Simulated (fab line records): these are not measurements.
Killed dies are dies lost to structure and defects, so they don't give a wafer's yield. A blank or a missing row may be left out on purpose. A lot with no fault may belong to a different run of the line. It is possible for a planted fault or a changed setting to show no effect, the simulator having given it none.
fab line records | flow gf180mcu | part 1 of 2: steps 1 to 25 of 35
[record] lots = 5 wafers = 15 lastDay = 34
route steps=602 shown MIM@523 M5@526 V5@540
lots that met no fault: from a run of the same line without faults
startH: the number of hours between the record's first day and the start of the first shown wafer of the lot | waitH: hours elapsed since this lot's preceding step | " same as the row above | L1.1+2: a single row standing in for several wafers | - value missing, or start not given | * or withheld: withheld | < > ~ a bound
route shown NAME@n: names a module that has steps shown in the file, with the first one's number in the route | usual: the fault-free wafers' mean and standard deviation | same: alike in all rows | chamber/n: place in a boat | sites: the reading at each site | _std_site: standard deviation across them | _edge_site: the outer-site mean with the inner-site mean subtracted | radiusMm: how far each site lies from the wafer's centre | mask NAME#n: copy n | behind: tool/chamber where the wafer was last shaped | hold: what put the lot on hold/how long, in hours/how the hold closed | device: the n, p or np transistor that did not switch | end of line: tests run on the same wafers once the route is complete | where a step has no rows: the recipe by itself | killed: dies that structure and defects cost at the first sort, which is not the same as the wafer's yield | map: shows each die of a wafer: x if killed, . if not, _ if none is there
set.NAME: the setting the step ran with; set.NAME@STEP: the setting that earlier step ran with | model.NAME: the simulator's own value behind a step, which no gauge read
lots at some steps of the route; a table a step, a row a wafer
services: from which hour (startH, from the record's first day; less than 0 if before it) a tool's chamber was out of use, for how many hours, and why
[[steps]]
[step GF_MIM_STRIP_20]
[recipe] chemistry = O2/N2 powerW = 1400 pressureMtorr = 1500 platenTempC = 250 o2FlowSccm = 3000 n2FlowSccm = 300 overashFraction = 0.5
[usual] chamberPressureMTorr = 1500.0/1.4 drypumpMotorCurrentA = 6.10/0.23 heaterPowerW = 342/23 oesProductAu = 0.692/0.0056 stripTimeToEndpointS = 11.23/0.054
// columns lot.wafer tool chamber startH waitH chamberPressureMTorr drypumpMotorCurrentA heaterPowerW oesProductAu rfHoursCounterH stripTimeToEndpointS
L077.2 plasmaAsher-02 1 606.27 0.0 1499.6 6.14 325 0.695 82 11.24
L077.3 " 0 " " 1503.5 6.27 336 0.695 - 11.20
L077.4 " 1 " " 1500.0 6.16 327 0.696 - 11.24
L089.1 plasmaAsher-03 1 709.57 0.1 1500.1 6.36 378 0.695 63 11.22
L089.2 " 0 " " 1499.8 5.76 334 0.685 63 11.25
L089.3 " 1 " " 1500.4 6.35 376 0.694 - 11.26
L092.2 plasmaAsher-03 1 724.96 0.1 1501.9 6.39 381 0.690 65 11.19
L092.4 " 0 " " 1499.7 5.77 341 0.698 - 11.15
L092.6 " 0 " " 1498.1 5.76 328 0.692 - 11.17
L094.1 plasmaAsher-03 0 734.90 0.0 1499.2 5.75 332 0.683 67 11.12
L094.3 " 0 " " 1499.9 5.75 331 0.685 - 11.16
L094.6 " 0 " " 1500.7 5.74 336 0.688 - 11.15
L096.1 plasmaAsher-02 0 745.90 0.0 1500.9 6.26 336 0.701 97 11.28
L096.2 " 1 " " 1501.6 6.11 328 0.703 97 11.26
L096.6 " 0 " " 1500.1 6.24 342 0.695 - 11.30
[step GF_MIM_STRIP_21]
[recipe] chemistry = postEtchResidueRemover timeS = 1200 tempC = 72.5
// columns lot.wafer tool chamber startH waitH
L077.2+3+4 wetBench-02 0 606.37 0.1
L089.1+2+3 wetBench-02 0 709.67 0.1
L092.2+4+6 wetBench-02 2 725.06 0.1
L094.1+3+6 wetBench-04 0 735.00 0.1
L096.1+2+6 wetBench-02 3 746.00 0.1
[step GF_MIM_CLEAN_22]
[recipe] chemistry = DIW dry = n2Spin
// columns lot.wafer tool chamber startH waitH
L077.2+3+4 wetBench-04 2 606.71 0.0
L089.1+2+3 wetBench-04 2 710.01 0.0
L092.2+4+6 wetBench-03 1 725.40 0.0
L094.1+3+6 wetBench-04 1 735.34 0.0
L096.1+2+6 wetBench-03 0 746.34 0.0
[step GF_M5_DEHYDRATE_00]
[recipe] tempC = 200 timeS = 60
[usual] exhaustPa = 44.9/0.76
// columns lot.wafer tool chamber startH waitH exhaustPa
L077.2 lithoTrack-03 0 616.47 9.7 44.4
L077.3 " 0 " " 44.4
L077.4 " 0 " " 45.4
L089.1 lithoTrack-02 0 718.18 8.1 45.6
L089.2 " 0 " " 45.4
L089.3 " 0 " " 44.2
L092.2 lithoTrack-02 0 733.30 7.8 45.5
L092.4 " 0 " " 44.7
L092.6 " 0 " " 44.4
L094.1 lithoTrack-04 0 743.67 8.2 44.9
L094.3 " 0 " " 45.1
L094.6 " 0 " " 45.7
L096.1 lithoTrack-02 0 753.73 7.3 44.7
L096.2 " 0 " " 44.5
L096.6 " 0 " " 44.7
[step GF_M5_HMDS_01]
[recipe] primeTimeS = 60 primeTempC = 120
[usual] exhaustPa = 45.1/0.88
// columns lot.wafer tool chamber startH waitH exhaustPa
L077.2 lithoTrack-03 0 616.62 0.1 46.3
L077.3 " 0 " " 46.2
L077.4 " 0 " " 44.9
L089.1 lithoTrack-02 0 718.33 0.1 45.3
L089.2 " 0 " " 46.8
L089.3 " 0 " " 44.9
L092.2 lithoTrack-02 0 733.45 0.1 45.0
L092.4 " 0 " " 44.9
L092.6 " 0 " " 44.4
L094.1 lithoTrack-04 0 743.82 0.1 44.9
L094.3 " 0 " " 45.0
L094.6 " 0 " " 45.7
L096.1 lithoTrack-02 0 753.88 0.1 44.4
L096.2 " 0 " " 44.5
L096.6 " 0 " " 43.5
[step GF_M5_COAT_02]
[recipe] resist = KrF spinRpm = withheld resistThkNm = 1000
[usual] exhaustPa = 45.0/0.76
// columns lot.wafer tool chamber startH waitH exhaustPa
L077.2 lithoTrack-03 0 616.77 0.1 45.2
L077.3 " 0 " " 44.8
L077.4 " 0 " " 45.0
L089.1 lithoTrack-02 0 718.48 0.1 44.4
L089.2 " 0 " " 45.7
L089.3 " 0 " " 45.4
L092.2 lithoTrack-02 0 733.60 0.1 44.8
L092.4 " 0 " " 44.6
L092.6 " 0 " " 44.5
L094.1 lithoTrack-04 0 743.97 0.1 45.4
L094.3 " 0 " " 45.5
L094.6 " 0 " " 44.7
L096.1 lithoTrack-02 0 754.03 0.1 45.8
L096.2 " 0 " " 44.8
L096.6 " 0 " " 45.2
[step GF_M5_SOFTBAKE_03]
[recipe] tempC = 130 timeS = 60 resist = KrF
[usual] exhaustPa = 44.7/0.89
// columns lot.wafer tool chamber startH waitH exhaustPa
L077.2 lithoTrack-03 0 616.92 0.1 43.8
L077.3 " 0 " " 44.4
L077.4 " 0 " " 44.3
L089.1 lithoTrack-02 0 718.63 0.1 44.5
L089.2 " 0 " " 44.7
L089.3 " 0 " " 44.5
L092.2 lithoTrack-02 0 733.75 0.1 45.3
L092.4 " 0 " " 44.9
L092.6 " 0 " " 45.9
L094.1 lithoTrack-04 0 744.12 0.1 44.8
L094.3 " 0 " " 45.7
L094.6 " 0 " " 43.7
L096.1 lithoTrack-02 0 754.18 0.1 43.9
L096.2 " 0 " " 44.8
L096.6 " 0 " " 43.9
[step GF_M5_EXPOSE_04]
[recipe] maskId = Metal5 targetCdNm = 280 na = 0.68 sourceShape = conventional sigmaOuter = 0.6 doseMj = 28
// columns lot.wafer tool chamber startH waitH mask
L077.2+3+4 krfScanner-01 0 - - Metal5#0
L089.1+2+3 krfScanner-02 0 - - Metal5#0
L092.2+4+6 krfScanner-02 0 - - Metal5#0
L094.1+3+6 krfScanner-01 0 - - Metal5#0
L096.1+2+6 krfScanner-01 0 - - Metal5#0
[step GF_M5_PEB_05]
[recipe] pebTempC = 135 pebTimeS = 90 resist = KrF
[usual] exhaustPa = 44.8/0.87
// columns lot.wafer tool chamber startH waitH exhaustPa
L077.2 lithoTrack-02 0 - - 45.2
L077.3 " 0 " " 44.6
L077.4 " 0 " " 43.7
L089.1 lithoTrack-04 0 - - 44.6
L089.2 " 0 " " 43.9
L089.3 " 0 " " 44.3
L092.2 lithoTrack-04 0 - - 44.2
L092.4 " 0 " " 44.2
L092.6 " 0 " " 44.6
L094.1 lithoTrack-03 0 - - 44.8
L094.3 " 0 " " 45.6
L094.6 " 0 " " 44.3
L096.1 lithoTrack-04 0 - - 44.9
L096.2 " 0 " " 45.5
L096.6 " 0 " " 46.2
[step GF_M5_DEVELOP_06]
[recipe] developTimeS = 60 devTempC = 21
[usual] exhaustPa = 44.9/0.89
// columns lot.wafer tool chamber startH waitH exhaustPa
L077.2 lithoTrack-02 0 626.35 0.2 44.7
L077.3 " 0 " " 45.6
L077.4 " 0 " " 46.3
L089.1 lithoTrack-04 0 727.57 0.2 45.0
L089.2 " 0 " " 45.6
L089.3 " 0 " " 43.0
L092.2 lithoTrack-04 0 742.49 0.2 45.4
L092.4 " 0 " " 46.0
L092.6 " 0 " " 44.1
L094.1 lithoTrack-03 0 752.24 0.2 45.5
L094.3 " 0 " " 43.9
L094.6 " 0 " " 45.0
L096.1 lithoTrack-04 0 762.07 0.2 45.2
L096.2 " 0 " " 46.3
L096.6 " 0 " " 46.0
[step GF_M5_CD_MEAS_07]
[recipe] targetCdNm = 280
[usual] cdNm = 280.1/1.4
// columns lot.wafer tool chamber startH waitH cdNm
L077.2 cdSem-02 - 626.50 0.1 282.4
L077.3 " - " " 281.3
L077.4 " - " " 281.1
L089.1 cdSem-01 - 727.72 0.1 279.5
L089.2 " - " " 279.1
L089.3 " - " " 279.2
L092.2 cdSem-01 - 742.64 0.1 276.7
L092.4 " - " " 278.8
L092.6 " - " " 277.6
L094.1 cdSem-02 - 752.39 0.1 277.3
L094.3 " - " " 276.9
L094.6 " - " " 278.1
L096.1 cdSem-02 - 762.22 0.1 278.3
L096.2 " - " " 278.8
L096.6 " - " " 278.2
[step GF_M5_OVL_MEAS_08]
[usual] M5_OVL = 0/4.7
// columns lot.wafer tool chamber startH waitH M5_OVL[nm]
L077.2 overlay-02 - 626.61 0.1 -2
L077.3 " - " " -12
L077.4 " - " " -1
L089.1 overlay-02 - 727.84 0.1 -1
L089.2 " - " " 2
L089.3 " - " " -1
L092.2 overlay-02 - 742.74 0.1 1
L092.4 " - " " -2
L092.6 " - " " -1
L094.1 overlay-02 - 752.51 0.1 3
L094.3 " - " " 1
L094.6 " - " " 11
L096.1 overlay-01 - 762.34 0.1 1
L096.2 " - " " -2
L096.6 " - " " 2
[step GF_M5_ETCH_09]
[recipe] chemistry = CF4/O2 target = Si3N4 targetDepthNm = 52 sourceW = 800 biasW = 150 pressureMtorr = 150 cf4FlowSccm = 80 O2_flow_sccm = 10 timeS = 11.6
[usual] cf4FlowSccm = 80.04/0.23 chamberPressureMTorr = 150.00/0.14 drypumpMotorCurrentA = 5.7/0.57 oesProductAu = 1.002/0.01 throttleValvePct = 5.970/0.0097
// columns lot.wafer tool chamber startH waitH cf4FlowSccm chamberPressureMTorr drypumpMotorCurrentA oesProductAu rfHoursCounterH throttleValvePct
L077.2 rieDiel-01 2 626.64 0.0 79.80 150.01 6.5 0.997 4 5.975
L077.3 " 1 " " 80.39 150.15 5.0 0.985 7 5.956
L077.4 " 3 " " 80.05 149.97 6.2 1.012 - 5.955
L089.1 rieDiel-01 2 727.87 0.0 79.74 150.07 6.5 0.996 7 5.956
L089.2 " 0 " " 80.09 149.85 5.5 1.012 3 5.966
L089.3 " 1 " " 79.91 149.97 5.0 0.990 10 5.988
L092.2 rieDiel-01 3 742.77 0.0 80.21 150.00 6.3 1.007 20 5.982
L092.4 " 1 " " 80.42 150.11 5.0 0.997 11 5.972
L092.6 " 0 " " 79.94 149.99 5.6 1.003 - 5.976
L094.1 rieDiel-01 1 752.55 0.0 79.80 150.07 5.0 0.986 11 5.970
L094.3 " 3 " " 79.76 150.00 6.2 1.012 20 5.968
L094.6 " 1 " " 80.28 150.27 5.0 0.989 - 5.956
L096.1 rieDiel-01 2 762.37 0.0 80.26 149.98 6.5 0.994 9 5.976
L096.2 " 0 " " 79.47 149.97 5.6 1.018 4 5.962
L096.6 " 2 " " 80.20 150.11 6.5 1.004 - 5.972
[step GF_M5_METAL_ETCH_10]
[recipe] chemistry = Cl2/BCl3 maskMaterial = KrF targetDepthNm = 750.8 stopOn = SiO2 pressureMtorr = 8 icpW = 800 biasW = 140 Cl2_flow_sccm = 80 bcl3FlowSccm = 40 timeS = 125.1
[usual] chamberPressureMTorr = 8.000/0.0079 drypumpMotorCurrentA = 5.8/0.41 heBacksideLeakSccm = 3.31/0.21 oesProductAu = 0.991/0.0065 throttleValvePct = 28.229/0.01
// columns lot.wafer tool chamber startH waitH chamberPressureMTorr drypumpMotorCurrentA heBacksideLeakSccm oesProductAu rfHoursCounterH throttleValvePct
L077.2 rieMetal-01 1 626.66 0.0 7.997 6.0 3.29 0.983 12 28.227
L077.3 " 1 " " 8.002 6.0 3.34 0.996 - 28.236
L077.4 " 0 " " 7.993 5.9 3.60 0.995 - 28.259
L089.1 rieMetal-04 1 727.90 0.0 7.986 5.6 3.00 0.984 1 28.236
L089.2 " 1 " " 8.001 5.7 3.27 0.988 - 28.228
L089.3 " 1 " " 7.992 5.6 3.09 0.988 - 28.237
L092.2 rieMetal-02 0 742.80 0.0 8.006 6.5 3.55 0.981 11 28.214
L092.4 " 0 " " 7.988 6.5 3.52 0.994 - 28.240
L092.6 " 1 " " 7.996 5.6 3.13 0.999 - 28.224
L094.1 rieMetal-02 0 752.57 0.0 8.006 6.5 3.43 0.993 11 28.227
L094.3 " 1 " " 8.001 5.6 3.26 0.993 - 28.222
L094.6 " 0 " " 8.008 6.5 3.27 0.986 - 28.235
L096.1 rieMetal-02 0 762.39 0.0 8.002 6.5 3.53 0.995 12 28.237
L096.2 " 1 " " 8.010 5.6 3.02 0.988 12 28.244
L096.6 " 0 " " 7.997 6.5 3.51 0.990 - 28.246
[step GF_M5_STRIP_11]
[recipe] chemistry = O2/N2 powerW = 1400 pressureMtorr = 1500 platenTempC = 250 o2FlowSccm = 3000 n2FlowSccm = 300 overashFraction = 0.5
[usual] chamberPressureMTorr = 1500.1/1.5 drypumpMotorCurrentA = 6.0/0.32 heaterPowerW = 346/28 oesProductAu = 0.524/0.0059 stripTimeToEndpointS = 7.04/0.054
// columns lot.wafer tool chamber startH waitH chamberPressureMTorr drypumpMotorCurrentA heaterPowerW oesProductAu rfHoursCounterH stripTimeToEndpointS
L077.2 plasmaAsher-03 0 626.79 0.1 1501.0 5.8 342 0.520 54 7.09
L077.3 " 0 " " 1499.3 5.8 334 0.522 - 7.10
L077.4 " 1 " " 1500.7 6.3 391 0.532 - 7.07
L089.1 plasmaAsher-03 1 728.15 0.2 1500.4 6.3 380 0.531 66 7.09
L089.2 " 0 " " 1502.1 5.8 335 0.520 66 7.04
L089.3 " 0 " " 1498.0 5.7 339 0.527 - 7.07
L092.2 plasmaAsher-01 1 742.92 0.1 1500.4 5.4 389 0.512 0 6.91
L092.4 " 0 " " 1502.1 5.9 302 0.522 - 6.99
L092.6 " 1 " " 1499.4 5.4 397 0.529 - 6.99
L094.1 plasmaAsher-01 0 752.70 0.1 1497.7 5.8 306 0.520 1 7.00
L094.3 " 0 " " 1499.9 5.8 315 0.527 - 7.03
L094.6 " 1 " " 1501.8 5.4 392 0.520 - 6.99
L096.1 plasmaAsher-03 1 762.52 0.1 1499.3 6.3 374 0.535 71 7.04
L096.2 " 0 " " 1501.8 5.8 333 0.518 71 7.04
L096.6 " 0 " " 1499.4 5.8 340 0.519 - 7.00
[step GF_M5_STRIP_12]
[recipe] chemistry = postEtchResidueRemover timeS = 1200 tempC = 72.5
// columns lot.wafer tool chamber startH waitH
L077.2+3+4 wetBench-03 2 626.89 0.1
L089.1+2+3 wetBench-04 1 728.25 0.1
L092.2+4+6 wetBench-04 1 743.02 0.1
L094.1+3+6 wetBench-04 0 752.80 0.1
L096.1+2+6 wetBench-03 1 762.62 0.1
[step GF_M5_CLEAN_13]
[recipe] chemistry = DIW dry = n2Spin
// columns lot.wafer tool chamber startH waitH
L077.2+3+4 wetBench-01 1 627.23 0.0
L089.1+2+3 wetBench-03 0 728.60 0.0
L092.2+4+6 wetBench-03 2 743.37 0.0
L094.1+3+6 wetBench-03 3 753.14 0.0
L096.1+2+6 wetBench-04 2 762.97 0.0
[step GF_V5_CVD_00]
[recipe] material = SiO2 targetThkNm = 300 sigmaOpenFrac = 0.3 tempC = 400 timeS = 50 sih4FlowSccm = 60 pressureMtorr = 6
[usual] pressureMtorr = 5.999/0.012
// columns lot.wafer tool chamber startH waitH pressureMtorr
L077.2 hdpcvd-01 2 627.32 0.0 5.982
L077.3 " 0 " " 6.023
L077.4 " 1 " " 5.988
L089.1 hdpcvd-02 2 728.69 0.0 6.016
L089.2 " 1 " " 5.983
L089.3 " 0 " " 6.005
L092.2 hdpcvd-02 2 743.47 0.0 6.004
L092.4 " 2 " " 5.990
L092.6 " 1 " " 6.001
L094.1 hdpcvd-02 0 753.23 0.0 6.006
L094.3 " 1 " " 6.002
L094.6 " 1 " " 5.988
L096.1 hdpcvd-02 2 763.06 0.0 5.972
L096.2 " 1 " " 5.990
L096.6 " 2 " " 5.980
[step GF_V5_THK_MEAS_01]
[recipe] reads = SiO2_of_V5_CVD_00
[usual] V5_CVD_00_THK = 301.9/2.7
// columns lot.wafer tool chamber startH waitH V5_CVD_00_THK[nm]
L077.2 filmMetro-02 - 627.38 0.0 300.4
L077.3 " - " " 303.5
L077.4 " - " " 303.1
L089.1 filmMetro-02 - 728.73 0.0 300.8
L089.2 " - " " 303.7
L089.3 " - " " 301.3
L092.2 filmMetro-02 - 743.52 0.0 298.8
L092.4 " - " " 303.1
L092.6 " - " " 301.8
L094.1 filmMetro-03 - 753.28 0.0 303.3
L094.3 " - " " 299.4
L094.6 " - " " 303.3
L096.1 filmMetro-03 - 763.10 0.0 302.6
L096.2 " - " " 297.9
L096.6 " - " " 298.8
[step GF_V5_CVD_02]
[recipe] material = SiO2 targetThkNm = 1450 precursor = TEOS tempC = 400 timeS = 163.28 rfW = 600
[usual] heaterPowerW = 637/100
// columns lot.wafer tool chamber startH waitH heaterPowerW
L077.2 pecvd-03 0 627.43 0.0 658
L077.3 " 2 " " 757
L077.4 " 1 " " 665
L089.1 pecvd-04 1 728.79 0.1 491
L089.2 " 2 " " 663
L089.3 " 0 " " 604
L092.2 pecvd-04 1 743.57 0.0 445
L092.4 " 2 " " 556
L092.6 " 1 " " 527
L094.1 pecvd-01 0 753.34 0.1 587
L094.3 " 2 " " 651
L094.6 " 0 " " 675
L096.1 pecvd-04 2 763.16 0.1 709
L096.2 " 0 " " 576
L096.6 " 2 " " 566
[step GF_V5_THK_MEAS_03]
[recipe] reads = SiO2_of_V5_CVD_02
[usual] V5_CVD_02_THK = 1449/24
// columns lot.wafer tool chamber startH waitH V5_CVD_02_THK[nm]
L077.2 filmMetro-03 - 627.54 0.1 1416
L077.3 " - " " 1467
L077.4 " - " " 1465
L089.1 filmMetro-03 - 728.90 0.1 1456
L089.2 " - " " 1493
L089.3 " - " " 1470
L092.2 filmMetro-01 - 743.69 0.1 1448
L092.4 " - " " 1481
L092.6 " - " " 1466
L094.1 filmMetro-01 - 753.44 0.1 1439
L094.3 " - " " 1417
L094.6 " - " " 1428
L096.1 filmMetro-03 - 763.27 0.1 1482
L096.2 " - " " 1450
L096.6 " - " " 1483
[step GF_V5_CMP_04]
[recipe] material = SiO2 downForcePsi = 4 platenRpm = 60 padVelocityMS = 0.94248
[usual] headPressurePsi = 4.000/0.0087 motorCurrentA = 12.3/1.6
// columns lot.wafer tool chamber startH waitH headPressurePsi motorCurrentA
L077.2 cmp-01 2 627.59 0.0 3.989 11.5
L077.4 " 0 " " 4.000 11.4
L077.3 " 1 " " 3.991 12.4
L089.1 cmp-02 0 728.96 0.1 3.986 12.4
L089.2 " 2 " " 3.989 11.3
L089.3 " 3 " " 3.996 15.7
L092.2 cmp-02 1 743.79 0.1 4.011 11.5
L092.4 " 3 " " 4.006 16.1
L092.6 " 1 " " 4.008 11.7
L094.1 cmp-02 1 753.98 0.5 4.003 12.1
L094.3 " 0 " " 4.010 11.9
L094.6 " 2 " " 4.000 11.8
L096.1 cmp-02 0 763.38 0.1 4.006 12.1
L096.2 " 1 " " 4.003 12.2
L096.6 " 3 " " 4.001 14.6
[step GF_V5_BOW_MEAS_05]
[recipe] mode = bow
[usual] V5_BOW = 134/9.7
// columns lot.wafer tool chamber startH waitH V5_BOW[um]
L077.2 filmMetro-03 - 627.91 0.3 143
L077.3 " - " " 154
L077.4 " - " " 150
L089.1 filmMetro-03 - 729.26 0.2 139
L089.2 " - " " 135
L089.3 " - " " 134
L092.2 filmMetro-01 - 744.06 0.2 133
L092.4 " - " " 137
L092.6 " - " " 133
L094.1 filmMetro-02 - 754.28 0.2 133
L094.3 " - " " 133
L094.6 " - " " 137
L096.1 filmMetro-01 - 763.63 0.2 117
L096.2 " - " " 135
L096.6 " - " " 117
[step GF_V5_DEHYDRATE_06]
[recipe] tempC = 200 timeS = 60
[usual] exhaustPa = 44.7/0.9
// columns lot.wafer tool chamber startH waitH exhaustPa
L077.2 lithoTrack-01 0 637.52 9.6 45.2
L077.3 " 0 " " 45.5
L077.4 " 0 " " 44.8
L089.1 lithoTrack-02 0 736.98 7.7 44.1
L089.2 " 0 " " 44.9
L089.3 " 0 " " 43.9
L092.2 lithoTrack-01 0 751.72 7.6 44.6
L092.4 " 0 " " 44.7
L092.6 " 0 " " 44.1
L094.1 lithoTrack-01 0 761.95 7.6 44.1
L094.3 " 0 " " 43.1
L094.6 " 0 " " 44.7
L096.1 lithoTrack-03 0 770.49 6.8 44.7
L096.2 " 0 " " 43.5
L096.6 " 0 " " 44.0
[step GF_V5_HMDS_07]
[recipe] primeTimeS = 60 primeTempC = 120
[usual] exhaustPa = 45.1/0.98
// columns lot.wafer tool chamber startH waitH exhaustPa
L077.2 lithoTrack-01 0 637.67 0.1 45.7
L077.3 " 0 " " 45.2
L077.4 " 0 " " 45.8
L089.1 lithoTrack-02 0 737.13 0.1 43.9
L089.2 " 0 " " 43.5
L089.3 " 0 " " 44.1
L092.2 lithoTrack-01 0 751.87 0.1 43.6
L092.4 " 0 " " 44.8
L092.6 " 0 " " 44.1
L094.1 lithoTrack-01 0 762.10 0.1 44.0
L094.3 " 0 " " 44.1
L094.6 " 0 " " 44.2
L096.1 lithoTrack-03 0 770.64 0.1 44.7
L096.2 " 0 " " 45.6
L096.6 " 0 " " 47.1
